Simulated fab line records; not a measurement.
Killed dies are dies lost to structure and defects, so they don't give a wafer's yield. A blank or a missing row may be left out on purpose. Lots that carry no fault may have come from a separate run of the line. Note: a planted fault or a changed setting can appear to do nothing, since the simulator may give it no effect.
fab line records	flow sfqLine
[record] lots = 6	wafers = 18	lastDay = 93
route steps=325 shown I2@114 M3@118
lots with no fault: from the same line, run without faults
startH: start of the lot's first displayed wafer, in hours after the record's first day	waitH: hours from the lot's prior step to this one	" as in the row above	L1.1+2: one row covering several wafers at once	- either no value or no given start	* or withheld: withheld	< > ~ a bound
route shown NAME@n: a module of which the file shows steps, and the number in the route of the first	usual: mean/standard deviation of fault-free wafers	same: alike in all rows	chamber/n: place in a boat	sites: the reading at each site	_std_site: the standard deviation of these	_edge_site: the outer-site mean with the inner-site mean subtracted	radiusMm: for every site, how far away it sits from the centre of the wafer	mask NAME#n: copy n	behind: the tool/chamber that last shaped the wafer	hold: the reason the lot was held/the length of the hold in hours/how it ended	device: which transistor (n, p or np) failed to switch	end of line: the route-end tests of the same wafers	for a step that has no rows: nothing shown but its recipe	killed: dies lost to structure and defects at the first sort, not the wafer's yield	map: shows each die of a wafer: x if killed, . if not, _ if none is there
set.NAME: the setting as run; set.NAME@STEP: as run at that earlier step	model.NAME: the simulator's own value behind a step, which no gauge read
lots seen at some steps along the route; tables by step, rows by wafer
services: a tool's chamber out of use, with start hour (startH, from the record's first day; less than 0 if before it), hours out, and reason
[[steps]]
[step SFQ_TRILAYER_I2_VIA_BARC_OPEN_VIA_ETCH_096]
[recipe] maskMaterial = PR	chemistry = O2	targetDepthNm = 125	target = BARC	sourceW = 500	biasW = 80	pressureMtorr = 30	timeS = 41.7
[usual] drypumpMotorCurrentA = 6.0/0.38	oesProductAu = 0.685/0.0048	rfFwdPowerW = 494.6/2.2
lot.wafer	tool	chamber	startH	waitH	drypumpMotorCurrentA	oesProductAu	rfFwdPowerW	rfHoursCounterH
L418.1	rieDiel-04	3	815.40	0.0	6.3	0.688	495.6	4
L418.4	"	2	"	"	5.3	0.688	494.6	14
L418.5	"	1	"	"	5.6	0.688	496.7	-
L423.3	rieDiel-04	2	879.59	0.0	5.4	0.686	491.1	15
L423.4	"	3	"	"	6.4	0.682	497.7	4
L423.6	"	0	"	"	5.9	0.678	496.6	-
L424.2	rieDiel-04	1	1022.65	0.0	5.7	0.685	493.1	17
L424.3	"	3	"	"	6.3	0.690	496.9	5
L424.6	"	3	"	"	6.3	0.677	494.3	-
L425.1	rieDiel-01	0	1033.03	0.0	5.8	0.684	492.9	17
L425.5	"	0	"	"	5.8	0.680	492.8	-
L425.6	"	1	"	"	6.2	0.683	497.1	-
L435.1	rieDiel-01	3	1067.93	0.0	6.6	0.678	493.1	1
L435.2	"	1	"	"	6.2	0.685	497.4	9
L435.3	"	0	"	"	5.8	0.689	493.7	18
L439.2	rieDiel-04	0	1076.33	0.0	5.8	0.692	494.8	1
L439.5	"	0	"	"	5.8	0.685	494.4	-
L439.6	"	3	"	"	6.4	0.688	495.4	-
[step SFQ_TRILAYER_I2_VIA_ETCH_VIA_ETCH_070]
[recipe] target = SiO2	stopOn = Nb	maskMaterial = PR	taperDeg = 20	chemistry = CHF3	targetDepthNm = 260	sourceW = 500	biasW = 80	pressureMtorr = 30	timeS = withheld
[usual] drypumpMotorCurrentA = 6.0/0.38	oesProductAu = 0.854/0.0051	rfFwdPowerW = 498.2/1.5
lot.wafer	tool	chamber	startH	waitH	drypumpMotorCurrentA	oesProductAu	rfFwdPowerW
L418.1	rieDiel-04	3	815.44	0.0	6.4	0.854	499.6
L418.4	"	2	"	"	5.4	0.859	495.9
L418.5	"	1	"	"	5.7	0.857	499.4
L423.3	rieDiel-04	2	879.63	0.0	5.4	0.850	495.0
L423.4	"	3	"	"	6.4	0.848	499.9
L423.6	"	0	"	"	5.9	0.852	497.9
L424.2	rieDiel-04	1	1022.69	0.0	5.7	0.851	500.8
L424.3	"	3	"	"	6.3	0.851	500.4
L424.6	"	3	"	"	6.4	0.856	500.8
L425.1	rieDiel-01	0	1033.07	0.0	5.8	0.856	500.5
L425.5	"	0	"	"	5.8	0.855	497.7
L425.6	"	1	"	"	6.2	0.854	499.6
L435.1	rieDiel-01	3	1067.97	0.0	6.6	0.856	497.4
L435.2	"	1	"	"	6.3	0.845	499.6
L435.3	"	0	"	"	5.8	0.852	499.0
L439.2	rieDiel-04	0	1076.37	0.0	5.8	0.854	498.2
L439.5	"	0	"	"	5.8	0.860	497.0
L439.6	"	3	"	"	6.4	0.860	498.8
[step SFQ_TRILAYER_I2_VIA_STRIP_STRIP_071]
[recipe] gas = O2	powerW = 200	platenTempC = 40	overashFraction = 0.65	chemistry = O2	pressureMtorr = 50
[usual] drypumpMotorCurrentA = 6.2/0.44	oesProductAu = 0.997/0.0068
lot.wafer	tool	chamber	startH	waitH	drypumpMotorCurrentA	oesProductAu	rfHoursCounterH
L418.1	rieMetal-01	1	815.55	-	5.9	0.999	34
L418.4	"	0	"	"	5.8	0.981	-
L418.5	"	1	"	"	5.9	0.989	-
L423.3	rieMetal-01	0	879.94	-	5.7	0.985	-
L423.4	"	1	"	"	5.9	1.002	-
L423.6	"	0	"	"	5.7	0.989	-
L424.2	rieMetal-02	0	1022.80	-	6.4	0.997	70
L424.3	"	1	"	"	6.8	0.987	-
L424.6	"	0	"	"	6.4	0.990	-
L425.1	rieMetal-02	0	1033.18	-	6.4	0.997	72
L425.5	"	1	"	"	6.8	0.996	-
L425.6	"	0	"	"	6.4	0.992	-
L435.1	rieMetal-02	0	1068.08	-	6.4	0.988	77
L435.2	"	0	"	"	6.4	0.992	-
L435.3	"	0	"	"	6.4	0.993	-
L439.2	rieMetal-02	0	1076.68	-	6.4	1.004	-
L439.5	"	0	"	"	6.4	0.998	-
L439.6	"	0	"	"	6.4	1.001	-
[step SFQ_TRILAYER_I2_VIA_STRIP_SOLV_CLEAN_072]
[recipe] chemistry = NMP	tempC = 70	timeS = 600
[step SFQ_TRILAYER_M3_DEP_PRE_CLEAN_074]
[recipe] gas = Ar	timeS = 22.5	biasV = 250
[step SFQ_TRILAYER_M3_DEP_SPUTTER_073]
[recipe] material = Nb	basePressurePa = 1.33e-06	chamberPressurePa = 0.1333	substrateTempC = 20	resputterCathodeVoltageV = 400	targetThkNm = 200	powerW = 2000	timeS = 133.3
[usual] throttleValvePct = 29.8/0.79
lot.wafer	tool	chamber	startH	waitH	throttleValvePct
L418.1	pvdSputter-06	-	816.36	0.0	29.7
L418.4	"	-	"	"	30.6
L418.5	"	-	"	"	30.0
L423.3	pvdSputter-06	-	880.55	0.0	29.4
L423.4	"	-	"	"	28.1
L423.6	"	-	"	"	29.9
L424.2	pvdSputter-03	-	1023.61	0.0	29.9
L424.3	"	-	"	"	30.3
L424.6	"	-	"	"	29.7
L425.1	pvdSputter-06	-	1033.99	0.0	28.4
L425.5	"	-	"	"	30.7
L425.6	"	-	"	"	29.7
L435.1	pvdSputter-05	-	1069.66	0.0	30.9
L435.2	"	-	"	"	30.4
L435.3	"	-	"	"	29.2
L439.2	pvdSputter-03	-	1077.88	0.0	29.6
L439.5	"	-	"	"	29.6
L439.6	"	-	"	"	30.2
[step SFQ_M3_RS_MEAS_919]
[recipe] thkMeasGauge = four-point-probe	reads = Nb_of_TRILAYER_M3_DEP_SPUTTER_073
[usual] M3_NB_RS = 0.891/0.0077
lot.wafer	tool	chamber	startH	waitH	M3_NB_RS[ohm/sq]
L418.1	filmMetro-03	-	816.45	0.0	0.889
L418.4	"	-	"	"	0.887
L418.5	"	-	"	"	0.881
L423.3	filmMetro-04	-	880.68	0.1	0.888
L423.4	"	-	"	"	0.886
L423.6	"	-	"	"	0.889
L424.2	filmMetro-04	-	1023.72	0.1	0.893
L424.3	"	-	"	"	0.903
L424.6	"	-	"	"	0.900
L425.1	filmMetro-01	-	1034.08	0.0	0.893
L425.5	"	-	"	"	0.882
L425.6	"	-	"	"	0.898
L435.1	filmMetro-03	-	1069.75	0.0	0.882
L435.2	"	-	"	"	0.891
L435.3	"	-	"	"	0.894
L439.2	filmMetro-01	-	1077.99	0.1	0.901
L439.5	"	-	"	"	0.901
L439.6	"	-	"	"	0.915
[step SFQ_TRILAYER_M3_LITHO_COAT_080]
[recipe] resist = BARC	spinRpm = 3000	resistThkNm = 62
[step SFQ_TRILAYER_M3_LITHO_COAT_075]
[recipe] resist = KrF	spinRpm = 3000	resistThkNm = 600
[step SFQ_TRILAYER_M3_LITHO_SOFTBAKE_079]
[recipe] tempC = withheld	timeS = withheld	resist = KrF
[step SFQ_TRILAYER_M3_LITHO_EXPOSE_076]
[recipe] maskId = M3	na = 0.6	sourceShape = conventional	sigmaOuter = 0.65	targetCdNm = 500	doseMj = 14.4
[step SFQ_TRILAYER_M3_LITHO_PEB_078]
[recipe] pebTempC = 115	pebTimeS = 60	resist = KrF
[usual] heaterPowerTotalW = 79.15/0.07
lot.wafer	tool	chamber	startH	waitH	heaterPowerTotalW
L418.1	lithoTrack-04	0	953.33	1.0	79.20
L418.4	"	0	"	"	79.20
L418.5	"	0	"	"	79.19
L423.3	lithoTrack-04	0	982.28	0.7	79.14
L423.4	"	0	"	"	79.14
L423.6	"	0	"	"	79.13
L424.2	lithoTrack-04	0	1026.11	0.8	79.19
L424.3	"	0	"	"	85.54
L424.6	"	0	"	"	79.15
L425.1	lithoTrack-04	0	1043.72	1.0	85.68
L425.5	"	0	"	"	79.22
L425.6	"	0	"	"	79.21
L435.1	lithoTrack-04	0	1192.90	1.0	79.05
L435.2	"	0	"	"	79.09
L435.3	"	0	"	"	79.14
L439.2	lithoTrack-02	0	1198.92	0.8	79.21
L439.5	"	0	"	"	79.15
L439.6	"	0	"	"	79.22
[step SFQ_TRILAYER_M3_LITHO_DEVELOP_077]
[recipe] timeS = 60	resist = KrF
[step SFQ_M3_OVL_MEAS_921]
[usual] M3_OVL = -4/6.1
lot.wafer	tool	chamber	startH	waitH	M3_OVL[nm]
L418.1	overlay-02	-	953.63	0.1	-9
L418.4	"	-	"	"	0
L418.5	"	-	"	"	-7
L423.3	overlay-02	-	982.55	0.1	-1
L423.4	"	-	"	"	1
L423.6	"	-	"	"	-1
L424.2	overlay-01	-	1026.39	0.1	-1
L424.3	"	-	"	"	3
L424.6	"	-	"	"	2
L425.1	overlay-02	-	1044.02	0.1	13
L425.5	"	-	"	"	6
L425.6	"	-	"	"	15
L435.1	overlay-02	-	1193.20	0.1	-3
L435.2	"	-	"	"	0
L435.3	"	-	"	"	2
L439.2	overlay-01	-	1199.20	0.1	2
L439.5	"	-	"	"	3
L439.6	"	-	"	"	-3
[step SFQ_TRILAYER_M3_BARC_OPEN_METAL_ETCH_100]
[recipe] maskMaterial = PR	chemistry = O2	targetDepthNm = 125	target = BARC	icpW = 600	biasW = 80	pressureMtorr = 10	timeS = 41.7
[usual] drypumpMotorCurrentA = 5.89/0.28	oesProductAu = 0.685/0.0048	rfFwdPowerW = 592.6/2.5
lot.wafer	tool	chamber	startH	waitH	drypumpMotorCurrentA	oesProductAu	rfFwdPowerW	rfHoursCounterH	model.M3.cdNm
L418.1	rieMetal-01	0	953.67	0.0	5.71	0.690	597.1	105	501.9
L418.4	"	0	"	"	5.70	0.692	595.3	-	501.6
L418.5	"	1	"	"	5.90	0.691	593.0	-	500.8
L423.3	rieMetal-04	0	982.59	0.0	5.65	0.688	594.8	-	501.6
L423.4	"	1	"	"	6.28	0.673	594.6	-	500.5
L423.6	"	1	"	"	6.23	0.682	593.3	-	500.5
L424.2	rieMetal-03	1	1026.42	0.0	6.30	0.692	588.3	132	502.3
L424.3	"	0	"	"	5.43	0.686	590.1	-	538.9
L424.6	"	1	"	"	6.29	0.681	590.9	-	502
L425.1	rieMetal-04	1	1044.05	0.0	6.23	0.685	596.0	39	537.5
L425.5	"	0	"	"	5.67	0.684	589.4	-	501.4
L425.6	"	1	"	"	6.26	0.681	594.8	-	500.1
L435.1	rieMetal-04	1	1193.23	0.0	6.23	0.692	591.9	54	499.6
L435.2	"	0	"	"	5.66	0.683	593.6	94	500.5
L435.3	"	0	"	"	5.64	0.687	593.2	-	501.3
L439.2	rieMetal-01	1	1199.23	0.0	5.92	0.678	593.3	87	500.1
L439.5	"	1	"	"	5.93	0.695	595.0	-	501.6
L439.6	"	0	"	"	5.74	0.690	590.7	-	500.5
[step SFQ_TRILAYER_M3_ETCH_METAL_ETCH_078]
[recipe] target = Nb	stopOn = SiO2	maskMaterial = PR	chemistry = Cl2/Ar	targetDepthNm = 240	icpW = 600	biasW = 80	pressureMtorr = 10	timeS = 120
[usual] drypumpMotorCurrentA = 5.90/0.27	oesProductAu = 0.893/0.0061	rfFwdPowerW = 596.6/1.8
lot.wafer	tool	chamber	startH	waitH	drypumpMotorCurrentA	oesProductAu	rfFwdPowerW	rfHoursCounterH	model.M3.cdNm
L418.1	rieMetal-01	0	953.73	0.0	5.74	0.893	600.0	105	502.1
L418.4	"	0	"	"	5.78	0.895	601.9	-	502
L418.5	"	1	"	"	5.92	0.906	595.6	-	500.6
L423.3	rieMetal-04	0	982.67	0.1	5.67	0.893	594.9	-	502.6
L423.4	"	1	"	"	6.22	0.894	596.6	-	497.4
L423.6	"	1	"	"	6.24	0.886	598.0	-	497.8
L424.2	rieMetal-03	1	1026.48	0.0	6.28	0.892	593.6	132	501.6
L424.3	"	0	"	"	5.44	0.885	596.4	-	539.9
L424.6	"	1	"	"	6.30	0.885	596.7	-	500.7
L425.1	rieMetal-04	1	1044.11	0.0	6.26	0.891	597.0	39	537
L425.5	"	0	"	"	5.67	0.894	597.9	-	501.5
L425.6	"	1	"	"	6.24	0.890	598.7	-	500.6
L435.1	rieMetal-04	1	1193.31	0.1	6.23	0.898	598.6	54	498.7
L435.2	"	0	"	"	5.66	0.895	595.9	94	500.2
L435.3	"	0	"	"	5.66	0.893	594.5	-	500.9
L439.2	rieMetal-01	1	1199.29	0.0	5.92	0.887	595.6	87	500.8
L439.5	"	1	"	"	5.94	0.893	600.1	-	502
L439.6	"	0	"	"	5.74	0.879	597.4	-	501.8
[step SFQ_TRILAYER_M3_STRIP_STRIP_079]
[recipe] gas = O2	powerW = 200	platenTempC = 40	overashFraction = 0.65	chemistry = O2	pressureMtorr = 50
[usual] drypumpMotorCurrentA = 5.90/0.27	oesProductAu = 0.998/0.0067
lot.wafer	tool	chamber	startH	waitH	drypumpMotorCurrentA	oesProductAu	rfHoursCounterH
L418.1	rieMetal-01	0	953.86	0.1	5.74	0.996	106
L418.4	"	0	"	"	5.75	0.993	-
L418.5	"	1	"	"	5.93	0.998	-
L423.3	rieMetal-04	0	982.96	0.2	5.61	0.992	-
L423.4	"	1	"	"	6.27	0.996	-
L423.6	"	1	"	"	6.25	1.004	-
L424.2	rieMetal-03	1	1026.61	0.1	6.29	1.000	132
L424.3	"	0	"	"	5.45	1.001	-
L424.6	"	1	"	"	6.30	1.004	-
L425.1	rieMetal-04	1	1044.24	0.1	6.25	0.994	39
L425.5	"	0	"	"	5.66	0.994	-
L425.6	"	1	"	"	6.24	1.001	-
L435.1	rieMetal-04	1	1193.48	0.1	6.23	0.994	54
L435.2	"	0	"	"	5.64	1.001	94
L435.3	"	0	"	"	5.65	0.994	-
L439.2	rieMetal-01	1	1199.42	0.1	5.92	0.990	88
L439.5	"	1	"	"	5.93	1.001	-
L439.6	"	0	"	"	5.79	0.990	-
[[services]]
tool	chamber	startH	hours	kind
rieDiel-04	-	792.19	2.8	pm
rieMetal-04	0	800.68	15.5	repair
rieDiel-04	0	873.06	1.5	repair
pvdSputter-06	-	886.44	18.0	repair
rieDiel-04	2	886.74	3.8	repair
rieMetal-02	-	888.46	1.4	pm
rieMetal-03	1	900.67	1.8	repair
pvdSputter-06	-	919.36	6.7	repair
rieDiel-01	-	925.61	2.8	pm
pvdSputter-06	-	934.53	1.3	repair
rieMetal-04	0	954.06	2.3	repair
rieMetal-03	-	979.56	0.2	repair
rieDiel-01	2	1008.99	132.0	repair
rieMetal-02	0	1011.28	3.5	repair
rieMetal-02	1	1026.60	1.2	repair
rieDiel-04	-	1028.60	14.6	pm
rieDiel-01	-	1043.32	0.7	repair
rieMetal-02	-	1091.66	0.7	repair
rieMetal-04	-	1114.09	28.1	pm
rieMetal-03	0	1154.76	14.4	repair
pvdSputter-06	-	1158.41	4.6	repair
rieDiel-04	2	1162.53	9.2	repair
rieDiel-04	1	1179.64	4.7	repair
rieMetal-02	-	1190.82	2.8	pm
[[key]]
[firstSign] step = SFQ_TRILAYER_M3_LITHO_PEB_078	reading = heaterPowerTotalW	direction = up	sigmas = 92	usual = 79.15	struck = 85.61
effect none on later readings
[modelEffect] step = SFQ_TRILAYER_M3_BARC_OPEN_METAL_ETCH_100	value = M3.cdNm	without = 501	struck = 538.2
[modelEffect] step = SFQ_TRILAYER_M3_ETCH_METAL_ETCH_078	value = M3.cdNm	without = 501.3	struck = 538.4
metAt SFQ_TRILAYER_M3_LITHO_PEB_078
struckWafers L424.3,L425.1
onsetBetween 982.28 1026.11
[fault] kind = processParameterDrift	tool = lithoTrack-04	chamber = -	onsetH = 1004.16	steps = SFQ_TRILAYER_M3_LITHO_PEB_078	channel = pebTimeS	offset = *	shape = step	endH = 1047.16	scope = struckWafersOnly	actsIn = *	stated = *
